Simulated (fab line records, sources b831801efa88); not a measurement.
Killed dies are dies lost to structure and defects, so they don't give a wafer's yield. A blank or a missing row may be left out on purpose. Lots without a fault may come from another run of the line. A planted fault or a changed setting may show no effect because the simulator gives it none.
Chamber matching | flow gf180mcu | GF_STI_CMP_25 on cmp-01: 4 sister chambers
The step polishes, stops on Si3N4, t overpolish 33 s, target thk 524.6 nm. 18 wafers are shown with their chamber, then 9 later ones without.

WAFERS WITH THEIR CHAMBER
wafer  | chamber | motor_current_A (A) | time_to_endpoint_s (s) | platen_rpm (rpm)
L912.1 | 2       | 11.2                | 117                    | 60.03
L912.3 | 0       | 11.3                | 117                    | 60.00
L912.6 | 3       | 10.0                | 116                    | 59.92
L913.3 | 1       | 12.7                | 122                    | 60.03
L913.4 | 2       | 10.9                | 125                    | 59.99
L913.6 | 1       | 12.1                | 119                    | 60.00
L922.1 | 2       | 11.5                | 121                    | 59.99
L922.5 | 0       | 11.2                | 119                    | 59.96
L922.6 | 3       | 10.4                | 115                    | 60.04
L923.2 | 1       | 12.2                | 120                    | 59.98
L923.4 | 2       | 11.2                | 123                    | 60.04
L923.5 | 0       | 11.4                | 121                    | 60.03
L927.4 | 2       | 11.2                | 120                    | 60.02
L927.5 | 0       | 11.2                | 114                    | 59.99
L927.6 | 1       | 11.6                | 110                    | 60.06
L928.3 | 2       | 11.7                | 119                    | 60.04
L928.4 | 1       | 11.9                | 113                    | 59.98
L928.6 | 0       | 11.6                | 117                    | 60.01

SIGNATURES (means of the wafers above)
reading            | chamber 0 | chamber 1 | chamber 2 | chamber 3 | scatter within a chamber
motor_current_A    | 11.340    | 12.100    | 11.283    | 10.200    | 0.298
time_to_endpoint_s | 117.60    | 116.80    | 120.83    | 115.50    | 3.5
platen_rpm         | 59.9980   | 60.0100   | 60.0183   | 59.9800   | 0.0352
Rule: a wafer's distance from a chamber is the root of the sum, over the readings, of the square of ((its reading less the chamber's mean) divided by the reading's scatter). The wafer belongs to the nearest chamber; if the next one is less than 2 further off, it can't be placed. The scatter: the root of (the sum of the squares of (reading less its chamber's mean) over the shown wafers, divided by (wafers less chambers)).

WAFERS WITHOUT THEIR CHAMBER
wafer  | motor_current_A (A) | time_to_endpoint_s (s) | platen_rpm (rpm)
L933.1 | 11.0                | 121                    | 59.99
L933.2 | 10.8                | 116                    | 59.96
L933.3 | 12.5                | 120                    | 60.02
L934.3 | 12.7                | 116                    | 60.00
L934.4 | 11.0                | 119                    | 60.08
L934.5 | 11.8                | 118                    | 59.96
L935.2 | 11.5                | 119                    | 59.95
L935.3 | 10.0                | 118                    | 59.97
L935.4 | 10.9                | 119                    | 59.95

WHICH CHAMBER EACH WENT THROUGH
wafer  | from the rows above          | in truth
L933.1 | can't be placed: 2 or 0 or 3 | 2
L933.2 | can't be placed: 3 or 0 or 2 | 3
L933.3 | 1                            | 1
L934.3 | 1                            | 1
L934.4 | can't be placed: 2 or 0 or 3 | 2
L934.5 | can't be placed: 1 or 0 or 2 | 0
L935.2 | can't be placed: 0 or 2 or 1 | 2
L935.3 | 3                            | 3
L935.4 | can't be placed: 0 or 2 or 3 | 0
Placed correctly: 3 of 9. Can't be placed from these rows: 6 (the true chamber is among the candidates in 6). Placed wrongly: 0.
